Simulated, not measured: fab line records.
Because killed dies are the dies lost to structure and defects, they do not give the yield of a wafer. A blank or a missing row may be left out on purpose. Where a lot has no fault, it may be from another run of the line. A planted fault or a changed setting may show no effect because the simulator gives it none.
fab line records ; flow sky130
record lots=6; wafers=18; lastDay=50
route steps=708 shown LOCAL_INTERCONNECT@398 CONTACT@406 PAD_OPEN@708
lots with no fault: from the same line, run without faults
startH: the number of hours between the record's first day and the start of the first shown wafer of the lot ; waitH: hours elapsed since this lot's preceding step ; " the same as in the row above ; L1.1+2: a single row standing in for several wafers ; - either no value or no given start ; * or withheld: withheld ; < > ~ a bound
route shown NAME@n: NAME is a module with steps in the file, n the number in the route of the first one ; usual: average and standard deviation across the fault-free wafers ; same: alike in all rows ; chamber/n: place in a boat ; sites: readings site by site ; _std_site: standard deviation across them ; _edge_site: inner sites' mean taken away from outer sites' mean ; radiusMm: for every site, how far away it sits from the centre of the wafer ; mask NAME#n: copy n ; behind: tool/chamber where the wafer was last shaped ; hold: why the lot was held/for how many hours/how that ended ; device: whichever transistor did not switch (one of n, p or np) ; end of line: tests of these same wafers at the route's end ; a step without rows: its recipe alone ; killed: not the wafer's yield, but the dies lost to structure and defects at the first sort ; map: a wafer's dies, marking killed ones x, the rest . and places with no die _
set.NAME: the setting the step ran with; set.NAME@STEP: the setting that earlier step ran with ; model.NAME: the simulator's own value behind a step, which no gauge read
a table for each step, a row for each wafer; lots at some steps of the route
services: the hour from which a tool's chamber was out of use, counted from the record's first day as startH (under 0 if before that day), plus the number of hours and why
## steps
# step SKY_LOCAL_INTERCONNECT_CD_MEAS_11
# recipe targetCdNm=170
# usual cdNm=170.3/1.5
lot.wafer;tool;chamber;startH;waitH;cdNm
L454.2;cdSem-02;-;773.48;-;169.9
L454.3;cdSem-02;-;773.48;-;170.0
L454.4;cdSem-02;-;773.48;-;170.3
L455.1;cdSem-02;-;783.77;-;170.2
L455.2;cdSem-02;-;783.77;-;170.0
L455.5;cdSem-02;-;783.77;-;171.0
L462.2;cdSem-01;-;840.44;-;167.3
L462.3;cdSem-01;-;840.44;-;167.4
L462.6;cdSem-01;-;840.44;-;166.2
L463.2;cdSem-01;-;847.49;-;169.9
L463.5;cdSem-01;-;847.49;-;169.5
L463.6;cdSem-01;-;847.49;-;169.1
L467.3;cdSem-02;-;870.61;-;168.9
L467.4;cdSem-02;-;870.61;-;169.1
L467.5;cdSem-02;-;870.61;-;169.3
L468.2;cdSem-01;-;875.09;-;170.9
L468.3;cdSem-01;-;875.09;-;171.8
L468.4;cdSem-01;-;875.09;-;171.2
# step SKY_LOCAL_INTERCONNECT_OVL_MEAS_12
# usual LOCAL_INTERCONNECT_OVL=-2/4.9
lot.wafer;tool;chamber;startH;waitH;LOCAL_INTERCONNECT_OVL[nm]
L454.2;overlay-01;-;773.58;0.1;2
L454.3;overlay-01;-;773.58;0.1;4
L454.4;overlay-01;-;773.58;0.1;-4
L455.1;overlay-01;-;783.89;0.1;5
L455.2;overlay-01;-;783.89;0.1;2
L455.5;overlay-01;-;783.89;0.1;-3
L462.2;overlay-02;-;840.55;0.1;5
L462.3;overlay-02;-;840.55;0.1;5
L462.6;overlay-02;-;840.55;0.1;9
L463.2;overlay-01;-;847.60;0.1;3
L463.5;overlay-01;-;847.60;0.1;4
L463.6;overlay-01;-;847.60;0.1;2
L467.3;overlay-01;-;870.71;0.1;0
L467.4;overlay-01;-;870.71;0.1;-3
L467.5;overlay-01;-;870.71;0.1;-3
L468.2;overlay-01;-;875.20;0.1;-4
L468.3;overlay-01;-;875.20;0.1;-8
L468.4;overlay-01;-;875.20;0.1;-6
# step SKY_LOCAL_INTERCONNECT_ETCH_13
# recipe chemistry=N2/H2; target=BARC; ionEnergyEv=200; biasW=100; pressureMtorr=30; n2FlowSccm=100; h2FlowSccm=200; icpW=500; stopOn=SiO2; timeS=45.9; targetDepthA=600
# usual biasW=100.0/0.31; drypumpMotorCurrentA=5.5/0.51; oesProductAu=0.855/0.0046; throttleValvePct=13.224/0.0091
lot.wafer;tool;chamber;startH;waitH;biasW;drypumpMotorCurrentA;oesProductAu;rfHoursCounterH;throttleValvePct
L454.2;rieMetal-04;0;773.61;0.0;100.6;5.2;0.854;14;13.221
L454.3;rieMetal-04;0;773.61;0.0;100.7;5.2;0.858;-;13.240
L454.4;rieMetal-04;1;773.61;0.0;100.3;5.8;0.857;-;13.214
L455.1;rieMetal-04;0;783.93;0.0;99.9;5.2;0.857;14;13.237
L455.2;rieMetal-04;1;783.93;0.0;100.0;5.8;0.857;14;13.210
L455.5;rieMetal-04;0;783.93;0.0;99.9;5.2;0.848;-;13.241
L462.2;rieMetal-04;0;840.60;0.0;100.7;5.2;0.854;-;13.214
L462.3;rieMetal-04;0;840.60;0.0;99.9;5.2;0.859;-;13.233
L462.6;rieMetal-04;0;840.60;0.0;100.3;5.2;0.858;-;13.216
L463.2;rieMetal-01;0;847.63;0.0;100.1;6.3;0.856;7;13.228
L463.5;rieMetal-01;1;847.63;0.0;99.9;4.7;0.848;-;13.226
L463.6;rieMetal-01;0;847.63;0.0;99.9;6.3;0.858;-;13.222
L467.3;rieMetal-04;1;870.75;0.0;100.2;5.8;0.853;-;13.223
L467.4;rieMetal-04;0;870.75;0.0;99.7;5.2;0.858;-;13.221
L467.5;rieMetal-04;1;870.75;0.0;100.0;5.8;0.861;-;13.223
L468.2;rieMetal-02;0;875.23;0.0;100.1;4.9;0.848;18;13.221
L468.3;rieMetal-02;0;875.23;0.0;100.0;4.9;0.861;-;13.234
L468.4;rieMetal-02;1;875.23;0.0;99.4;6.1;0.851;-;13.234
# step SKY_LOCAL_INTERCONNECT_METAL_ETCH_14
# recipe targetDepthNm=110; stopOn=PSG; chemistry=Cl2/BCl3; target=TiN; resistSidewallDeg=88; pressureMtorr=10; icpW=900; biasW=48.5; Cl2_flow_sccm=60; bcl3FlowSccm=30; timeS=31.4
# usual biasW=48.50/0.17; drypumpMotorCurrentA=5.5/0.51; oesProductAu=0.937/0.007; throttleValvePct=21.902/0.0094
lot.wafer;tool;chamber;startH;waitH;biasW;drypumpMotorCurrentA;oesProductAu;rfHoursCounterH;throttleValvePct
L454.2;rieMetal-04;0;773.68;0.0;48.70;5.2;0.941;14;21.892
L454.3;rieMetal-04;0;773.68;0.0;48.62;5.2;0.941;-;21.901
L454.4;rieMetal-04;1;773.68;0.0;48.36;5.8;0.927;-;21.910
L455.1;rieMetal-04;0;783.99;0.0;48.26;5.2;0.935;14;21.909
L455.2;rieMetal-04;1;783.99;0.0;48.27;5.8;0.931;14;21.909
L455.5;rieMetal-04;0;783.99;0.0;48.33;5.2;0.939;-;21.909
L462.2;rieMetal-04;0;840.72;0.1;48.53;5.2;0.951;-;21.885
L462.3;rieMetal-04;0;840.72;0.1;48.50;5.2;0.945;-;21.905
L462.6;rieMetal-04;0;840.72;0.1;48.15;5.2;0.948;-;21.905
L463.2;rieMetal-01;0;847.69;0.0;48.29;6.3;0.942;7;21.903
L463.5;rieMetal-01;1;847.69;0.0;48.50;4.7;0.924;-;21.899
L463.6;rieMetal-01;0;847.69;0.0;48.28;6.3;0.940;-;21.897
L467.3;rieMetal-04;1;870.81;0.0;48.62;5.8;0.944;-;21.908
L467.4;rieMetal-04;0;870.81;0.0;48.55;5.2;0.935;-;21.904
L467.5;rieMetal-04;1;870.81;0.0;48.51;5.8;0.940;-;21.913
L468.2;rieMetal-02;0;875.29;0.0;48.38;4.9;0.932;18;21.885
L468.3;rieMetal-02;0;875.29;0.0;48.48;4.9;0.942;-;21.905
L468.4;rieMetal-02;1;875.29;0.0;48.63;6.1;0.935;-;21.897
# step SKY_LOCAL_INTERCONNECT_STRIP_15
# recipe chemistry=O2/N2; powerW=1400; pressureMtorr=1500; platenTempC=withheld; o2FlowSccm=3000; n2FlowSccm=300; overashFraction=0.5
# usual drypumpMotorCurrentA=5.9/0.48; oesProductAu=0.427/0.0042; stripTimeToEndpointS=4.717/0.019
lot.wafer;tool;chamber;startH;waitH;drypumpMotorCurrentA;oesProductAu;rfHoursCounterH;stripTimeToEndpointS
L454.2;plasmaAsher-04;0;773.73;0.0;6.5;0.428;2;4.737
L454.3;plasmaAsher-04;0;773.73;0.0;6.5;0.426;-;4.735
L454.4;plasmaAsher-04;1;773.73;0.0;6.3;0.426;-;4.720
L455.1;plasmaAsher-02;1;784.04;0.0;5.9;0.429;33;4.711
L455.2;plasmaAsher-02;0;784.04;0.0;5.5;0.435;33;4.703
L455.5;plasmaAsher-02;1;784.04;0.0;5.9;0.427;-;4.733
L462.2;plasmaAsher-02;0;840.81;0.1;5.5;0.423;39;4.750
L462.3;plasmaAsher-02;1;840.81;0.1;5.9;0.427;-;4.729
L462.6;plasmaAsher-02;0;840.81;0.1;5.4;0.430;-;4.742
L463.2;plasmaAsher-04;1;847.74;0.0;6.3;0.434;9;4.721
L463.5;plasmaAsher-04;0;847.74;0.0;6.5;0.417;-;4.724
L463.6;plasmaAsher-04;1;847.74;0.0;6.3;0.428;-;4.718
L467.3;plasmaAsher-01;1;870.88;0.1;5.6;0.436;-;4.700
L467.4;plasmaAsher-01;0;870.88;0.1;5.1;0.419;-;4.699
L467.5;plasmaAsher-01;1;870.88;0.1;5.6;0.423;-;4.710
L468.2;plasmaAsher-04;1;875.34;0.0;6.3;0.417;11;4.708
L468.3;plasmaAsher-04;0;875.34;0.0;6.5;0.427;-;4.708
L468.4;plasmaAsher-04;1;875.34;0.0;6.3;0.428;-;4.714
# step SKY_LOCAL_INTERCONNECT_STRIP_16
# recipe chemistry=postEtchResidueRemover; timeS=1200; tempC=72.5
# step SKY_LOCAL_INTERCONNECT_CLEAN_17
# recipe chemistry=IPA; timeS=180; tempC=25
# step SKY_LOCAL_INTERCONNECT_CLEAN_18
# recipe chemistry=O3/DIW; dry=n2Spin
# step SKY_CONTACT_CVD_00
# recipe material=Si3N4; targetThkNm=75; tempC=400; timeS=withheld; rfW=450
# usual heaterPowerW=716/70
lot.wafer;tool;chamber;startH;waitH;heaterPowerW
L454.2;pecvd-04;2;774.36;0.0;720
L454.3;pecvd-04;1;774.36;0.0;728
L454.4;pecvd-04;2;774.36;0.0;707
L455.1;pecvd-02;1;784.67;0.0;784
L455.2;pecvd-02;2;784.67;0.0;829
L455.5;pecvd-02;1;784.67;0.0;792
L462.2;pecvd-03;0;841.43;0.0;581
L462.3;pecvd-03;1;841.43;0.0;836
L462.6;pecvd-03;0;841.43;0.0;577
L463.2;pecvd-02;2;848.34;0.0;872
L463.5;pecvd-02;0;848.34;0.0;704
L463.6;pecvd-02;2;848.34;0.0;860
L467.3;pecvd-03;1;871.48;0.0;817
L467.4;pecvd-03;0;871.48;0.0;621
L467.5;pecvd-03;2;871.48;0.0;705
L468.2;pecvd-04;1;876.37;0.0;690
L468.3;pecvd-04;2;876.37;0.0;751
L468.4;pecvd-04;0;876.37;0.0;637
# step SKY_CONTACT_THK_MEAS_01
# recipe reads=Si3N4_of_CONTACT_CVD_00
# usual CONTACT_CVD_00_THK=75.1/0.93
lot.wafer;tool;chamber;startH;waitH;CONTACT_CVD_00_THK[nm]
L454.2;filmMetro-04;-;774.41;-;75.4
L454.3;filmMetro-04;-;774.41;-;75.2
L454.4;filmMetro-04;-;774.41;-;76.5
L455.1;filmMetro-04;-;784.72;-;74.7
L455.2;filmMetro-04;-;784.72;-;73.8
L455.5;filmMetro-04;-;784.72;-;74.6
L462.2;filmMetro-04;-;841.47;-;75.2
L462.3;filmMetro-04;-;841.47;-;75.2
L462.6;filmMetro-04;-;841.47;-;76.4
L463.2;filmMetro-03;-;848.40;-;73.9
L463.5;filmMetro-03;-;848.40;-;74.6
L463.6;filmMetro-03;-;848.40;-;74.8
L467.3;filmMetro-03;-;871.53;-;75.5
L467.4;filmMetro-03;-;871.53;-;76.4
L467.5;filmMetro-03;-;871.53;-;75.4
L468.2;filmMetro-04;-;876.41;-;73.7
L468.3;filmMetro-04;-;876.41;-;74.2
L468.4;filmMetro-04;-;876.41;-;75.2
# step SKY_CONTACT_HDPCVD_02
# recipe material=SiO2; targetThkNm=565; sigmaOpenFrac=0.3; timeS=94.2; tempC=600; sih4FlowSccm=60; pressureMtorr=6
# step SKY_CONTACT_THK_MEAS_03
# recipe reads=SiO2_of_CONTACT_HDPCVD_02
# usual CONTACT_HDPCVD_THK=566/5.6
lot.wafer;tool;chamber;startH;waitH;CONTACT_HDPCVD_THK[nm]
L454.2;filmMetro-04;-;774.53;0.0;564
L454.3;filmMetro-04;-;774.53;0.0;568
L454.4;filmMetro-04;-;774.53;0.0;568
L455.1;filmMetro-02;-;784.85;0.0;570
L455.2;filmMetro-02;-;784.85;0.0;567
L455.5;filmMetro-02;-;784.85;0.0;566
L462.2;filmMetro-03;-;841.60;0.0;565
L462.3;filmMetro-03;-;841.60;0.0;572
L462.6;filmMetro-03;-;841.60;0.0;573
L463.2;filmMetro-04;-;848.52;0.0;580
L463.5;filmMetro-04;-;848.52;0.0;574
L463.6;filmMetro-04;-;848.52;0.0;567
L467.3;filmMetro-02;-;871.66;0.1;559
L467.4;filmMetro-02;-;871.66;0.1;561
L467.5;filmMetro-02;-;871.66;0.1;565
L468.2;filmMetro-04;-;876.54;0.0;571
L468.3;filmMetro-04;-;876.54;0.0;559
L468.4;filmMetro-04;-;876.54;0.0;570
# step SKY_CONTACT_CMP_04
# recipe material=SiO2; downForcePsi=4; platenRpm=60; padVelocityMS=0.94248
# usual headPressurePsi=4.001/0.0088; motorCurrentA=11.5/0.72; timeToEndpointS=84/3.8
lot.wafer;tool;chamber;startH;waitH;headPressurePsi;motorCurrentA;timeToEndpointS;model.SiO2_of_CONTACT_HDPCVD_02.thkNm
L454.2;cmp-02;3;774.58;0.0;1.750;6.7;108;436
L454.3;cmp-02;1;774.58;0.0;1.747;7.4;110;436.3
L454.4;cmp-02;2;774.58;0.0;1.753;6.6;110;438.1
L455.2;cmp-02;3;784.96;0.1;1.767;7.3;109;437.1
L455.1;cmp-02;0;784.96;0.1;1.746;6.6;111;438.4
L455.5;cmp-02;3;784.96;0.1;1.764;7.3;109;436.7
L462.3;cmp-01;0;841.65;0.0;4.003;11.7;84;338.8
L462.2;cmp-01;1;841.65;0.0;3.995;12.3;87;339.8
L462.6;cmp-01;1;841.65;0.0;4.003;11.4;89;341.1
L463.2;cmp-02;0;848.67;0.1;3.996;10.5;91;340.1
L463.5;cmp-02;2;848.67;0.1;3.992;10.6;89;340.3
L463.6;cmp-02;3;848.67;0.1;4.009;11.7;83;338.9
L467.4;cmp-02;3;871.75;0.1;4.014;11.6;77;338
L467.3;cmp-02;1;871.75;0.1;4.005;11.6;78;337.9
L467.5;cmp-02;3;871.75;0.1;3.993;11.4;82;337.6
L468.2;cmp-02;2;876.61;0.1;4.003;11.5;82;339.7
L468.4;cmp-02;0;876.61;0.1;3.995;10.8;82;338.8
L468.3;cmp-02;1;876.61;0.1;4.000;11.1;79;340.6
# step SKY_CONTACT_BOW_MEAS_05
# recipe mode=bow
# usual CONTACT_BOW=82/6.7
lot.wafer;tool;chamber;startH;waitH;hold;CONTACT_BOW[um]
L454.2;filmMetro-03;-;774.90;0.3;awaitDispo/0.2h/release;88
L454.3;filmMetro-03;-;774.90;0.3;awaitDispo/0.2h/release;98
L454.4;filmMetro-03;-;774.90;0.3;awaitDispo/0.2h/release;76
L454.2;filmMetro-03;-;775.19;0.3;-;-
L454.3;filmMetro-03;-;775.19;0.3;-;-
L454.4;filmMetro-03;-;775.19;0.3;-;-
L455.1;filmMetro-03;-;785.21;0.1;awaitDispo/0.2h/release;94
L455.2;filmMetro-03;-;785.21;0.1;awaitDispo/0.2h/release;80
L455.5;filmMetro-03;-;785.21;0.1;awaitDispo/0.2h/release;77
L455.1;filmMetro-03;-;785.64;0.4;-;-
L455.2;filmMetro-03;-;785.64;0.4;-;-
L455.5;filmMetro-03;-;785.64;0.4;-;-
L462.2;filmMetro-04;-;841.97;0.2;-;88
L462.3;filmMetro-04;-;841.97;0.2;-;85
L462.6;filmMetro-04;-;841.97;0.2;-;86
L463.2;filmMetro-03;-;848.89;0.2;-;79
L463.5;filmMetro-03;-;848.89;0.2;-;78
L463.6;filmMetro-03;-;848.89;0.2;-;81
L467.3;filmMetro-02;-;872.04;0.1;-;76
L467.4;filmMetro-02;-;872.04;0.1;-;78
L467.5;filmMetro-02;-;872.04;0.1;-;74
L468.2;filmMetro-02;-;876.93;0.3;-;74
L468.3;filmMetro-02;-;876.93;0.3;-;78
L468.4;filmMetro-02;-;876.93;0.3;-;97
# step SKY_PAD_OPEN_PROBE_99
# usual defectLimitedYield=82.1/2; killed_at_M0_to_M3=43/6.4; killed_at_M4_up=3.2/1.8; killedAtContacts=25/5.5; killedAtFrontEnd=16/5.2; killedAtOther=0.3/0.49; killedDies=88/10; killedOpen=48/7; killedShort=40/7.1; sort_bin_3_pad_short=0.9/0.42; sort_bin_5_function=10.5/1.6; sort_bin_6_memory=6.5/1.2; sortNPass=404/10; sortYieldPct=82.1/2
# same grossDies=492; killedAtBackSide=0; sort_bin_4_leakage[%]=0; sort_bin_8_speed[%]=0
lot.wafer;tool;chamber;startH;waitH;defectLimitedYield[%];killed_at_M0_to_M3;killed_at_M4_up;killedAtContacts;killedAtFrontEnd;killedAtOther;killedDies;killedOpen;killedShort;sort_bin_3_pad_short[%];sort_bin_5_function[%];sort_bin_6_memory[%];sortNPass;sortYieldPct[%]
L463.2;prober-02;-;1178.90;0.1;83.7;40;3;17;18;2;80;44;36;0.6;9.3;6.3;412;83.7
L463.5;prober-02;-;1179.05;0.2;85.6;32;2;28;8;1;71;37;34;0.2;8.7;5.5;421;85.6
L463.6;prober-02;-;1179.10;0.2;86.6;36;2;21;6;1;66;38;28;0.4;8.7;4.3;426;86.6
L467.3;prober-02;-;1195.72;0.2;82.9;51;1;20;12;0;84;45;39;0.6;11.6;4.9;408;82.9
L467.4;prober-02;-;1195.77;0.2;82.5;46;4;24;12;0;86;45;41;1.2;10.2;6.1;406;82.5
L467.5;prober-02;-;1195.82;0.2;80.9;47;5;25;16;1;94;49;45;0;11.8;7.3;398;80.9
L468.2;prober-01;-;1198.50;0.1;82.1;51;4;23;10;0;88;46;42;0.8;10.8;6.3;404;82.1
L468.3;prober-01;-;1198.55;0.2;80.7;59;1;17;18;0;95;49;46;0.6;10.4;8.3;397;80.7
L468.4;prober-01;-;1198.60;0.2;82.5;40;3;31;12;0;86;44;42;0.6;11.8;5.1;406;82.5
# killed by level:class
L463.2 VIA1:geometricParticle:open=11 FIELD_ISO:geometricParticle:short=6 VIA2:geometricParticle:open=6 CONTACT:geometricParticle:open=5 CONTACT:geometricParticle:short=5 VIA2:geometricParticle:short=5 FIELD_ISO:geometricParticle:open=4 LI_CONTACT:geometricParticle:open=4
L463.5 CONTACT:geometricParticle:open=12 LI_CONTACT:geometricParticle:open=7 METAL2:geometricParticle:short=6 VIA3:geometricParticle:open=5 CONTACT:geometricParticle:short=4 METAL1:geometricParticle:short=4 VIA1:geometricParticle:open=4 METAL3:geometricParticle:short=4
L463.6 CONTACT:geometricParticle:open=12 VIA3:geometricParticle:open=8 VIA1:geometricParticle:open=7 CONTACT:geometricParticle:short=5 METAL3:geometricParticle:short=5 VIA2:geometricParticle:short=5 METAL1:geometricParticle:short=4 LI_CONTACT:geometricParticle:open=3
L467.3 VIA1:geometricParticle:open=13 VIA2:geometricParticle:open=10 VIA3:geometricParticle:open=8 CONTACT:geometricParticle:open=6 LOCAL_INTERCONNECT:geometricParticle:short=5 VIA1:geometricParticle:short=5 LI_CONTACT:geometricParticle:short=4 METAL2:geometricParticle:short=4
L467.4 CONTACT:geometricParticle:open=9 VIA1:geometricParticle:short=8 VIA3:geometricParticle:open=8 FIELD_ISO:geometricParticle:short=5 LI_CONTACT:geometricParticle:short=5 METAL1:geometricParticle:short=5 VIA1:geometricParticle:open=5 VIA2:geometricParticle:open=5
L467.5 VIA1:geometricParticle:open=13 CONTACT:geometricParticle:open=10 METAL2:geometricParticle:short=8 VIA2:geometricParticle:short=8 METAL1:geometricParticle:short=7 LI_CONTACT:geometricParticle:open=6 CONTACT:geometricParticle:short=5 VIA2:geometricParticle:open=5
L468.2 CONTACT:geometricParticle:open=12 METAL1:geometricParticle:short=11 VIA1:geometricParticle:open=10 VIA2:geometricParticle:open=8 LI_CONTACT:geometricParticle:open=6 VIA1:geometricParticle:short=6 VIA2:geometricParticle:short=6 POLY_GATE:geometricParticle:short=4
L468.3 VIA1:geometricParticle:open=12 VIA2:geometricParticle:open=10 METAL1:geometricParticle:short=8 LI_CONTACT:geometricParticle:open=7 METAL2:geometricParticle:short=7 FIELD_ISO:geometricParticle:short=5 VIA2:geometricParticle:short=5 FIELD_ISO:geometricParticle:open=4
L468.4 VIA1:geometricParticle:open=11 CONTACT:geometricParticle:open=10 METAL2:geometricParticle:short=7 LI_CONTACT:geometricParticle:short=6 VIA3:geometricParticle:open=6 LOCAL_INTERCONNECT:geometricParticle:short=5 CONTACT:geometricParticle:short=5 METAL1:geometricParticle:short=5
## services
tool;chamber;startH;hours;kind
cmp-01;-;750.41;0.6;repair
cmp-01;-;754.43;0.5;repair
plasmaAsher-02;-;757.06;1.5;repair
plasmaAsher-04;-;758.57;3.1;repair
rieMetal-04;0;758.62;4.0;repair
cmp-01;-;760.50;2.1;repair
pecvd-02;0;772.92;14.7;repair
rieMetal-01;0;780.73;1.4;repair
plasmaAsher-01;-;783.43;7.0;repair
plasmaAsher-01;-;788.89;2.9;repair
plasmaAsher-02;-;794.34;0.8;repair
plasmaAsher-02;-;796.38;4.3;pm
pecvd-04;-;798.49;0.6;repair
cmp-01;-;798.78;2.6;repair
rieMetal-01;-;801.94;1.0;repair
pecvd-04;-;817.10;6.0;pm
plasmaAsher-04;-;830.00;13.5;repair
rieMetal-04;-;830.99;1.4;pm
cmp-01;-;831.87;7.3;repair
pecvd-04;-;838.67;14.6;pm
cmp-02;-;839.22;6.5;pm
cmp-01;-;845.76;2.5;pm
pecvd-02;-;859.02;0.5;repair
cmp-01;-;874.61;2.9;repair
## key
firstSign step=SKY_CONTACT_CMP_04; reading=headPressurePsi; direction=down; sigmas=99+; usual=4.001; struck=1.755
effect step=SKY_CONTACT_CMP_04; reading=timeToEndpointS; direction=up; sigmas=6.9; usual=*; struck=*
effect step=SKY_CONTACT_BOW_MEAS_05; reading=visit; direction=added
modelEffect step=SKY_CONTACT_CMP_04; value=SiO2_of_CONTACT_HDPCVD_02.thkNm; without=339.2; struck=437.1
metAt SKY_CONTACT_CMP_04
struckWafers L454.2,L454.3,L454.4,L455.1,L455.2,L455.5
scrappedBehind SKY_CONTACT_BOW_MEAS_05 L454.2,L454.3,L454.4,L455.1,L455.2,L455.5
fault kind=processParameterDrift; tool=cmp-02; chamber=-; onsetH=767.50; steps=SKY_CONTACT_CMP_04; channel=downForcePsi; offset=-2.2491; shape=step; endH=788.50; actsIn=theseRecipesOnly; stated=4
